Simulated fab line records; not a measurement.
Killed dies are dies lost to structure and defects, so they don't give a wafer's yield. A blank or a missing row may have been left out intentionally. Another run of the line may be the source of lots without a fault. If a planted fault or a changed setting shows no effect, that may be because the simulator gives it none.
Problem report in the 8D (eight disciplines) form, filled by code || flow sky130 || the parts of the form that need people (team, actions taken, sign-off) are left out

## 1. THE PROBLEM
Wafers without a fault read 20.000, standard deviation 0.0073; beam_energy_keV at SKY_LDD_N_IMPLANT_11 reads a mean of 17.542 on 6 wafers belonging to 2 lots. That is -99 or more standard deviations from the usual mean.
First observed at day 22 12:38: wafer L531.3, on implanter-03. Wafers with a number at this step in the record: 18, from 6 lots. Rule for "out", or "out of limits": more than 4 standard deviations from the usual mean. The other wafers with a number count as sound.

## 2. WHAT IT IS, AND WHAT IT ISN'T
{"question": "which readings at this step", "is": "beam_energy_keV", "is not": "-"}
{"question": "which lots", "is": "L531, L532", "is not": "L523, L526, L536, L540"}
{"question": "which wafers of those lots", "is": "all that have a number", "is not": "-"}
{"question": "read on which tools", "is": "implanter-03", "is not": "implanter-01, implanter-02"}
{"question": "when", "is": "from day 22 12:38", "is not": "up to then (6 sound wafers); but 6 sound wafers of L536, L540 came after"}

## 3. WHAT RULES OUT EACH SUSPECT
Counting: a tool stays on the suspect list if, at a process step up to the reading, it processed all lots that are out and no sound lot following the first of them.
- implanter-03 at SKY_LDD_N_IMPLANT_11: kept. It ran every lot that is out, first L531 (day 22 12:38), and no sound lot after that; its last sound lot up to then is L526 (day 19 23:25). On those wafers its own readings are out: beam_energy_keV.
Remaining after the count: implanter-03 at SKY_LDD_N_IMPLANT_11.

## 4. THE CAUSE (what the simulator had put in)
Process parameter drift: implanter-03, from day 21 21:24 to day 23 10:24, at SKY_LDD_N_IMPLANT_11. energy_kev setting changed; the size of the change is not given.
This tool alone remained once counting was done.

## 5. SEQUENCE OF EFFECTS, ordered by route
Rows list readings where the struck wafers' mean (over those with a number) sits beyond 3 standard deviations from the usual. Only readings whose record carries a usual standard deviation are examined. hours: median over the lots of the time between each lot's start at the first step of this table that gives one and its start at this step. sigmas: the change, counted in usual standard deviations.
{"hours": 0, "step": "SKY_LDD_N_IMPLANT_11", "reading": "beam_energy_keV", "usual": 20.000, "on struck wafers": 17.542, "change": -2.458, "sigmas": "-99 or more"}
Its process steps:
- SKY_LDD_N_IMPLANT_11

## 6. WHAT WOULD HAVE CAUGHT IT SOONER
The fault began at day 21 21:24; the first out-of-limits reading in this record came at day 22 12:38, 15 hours later.
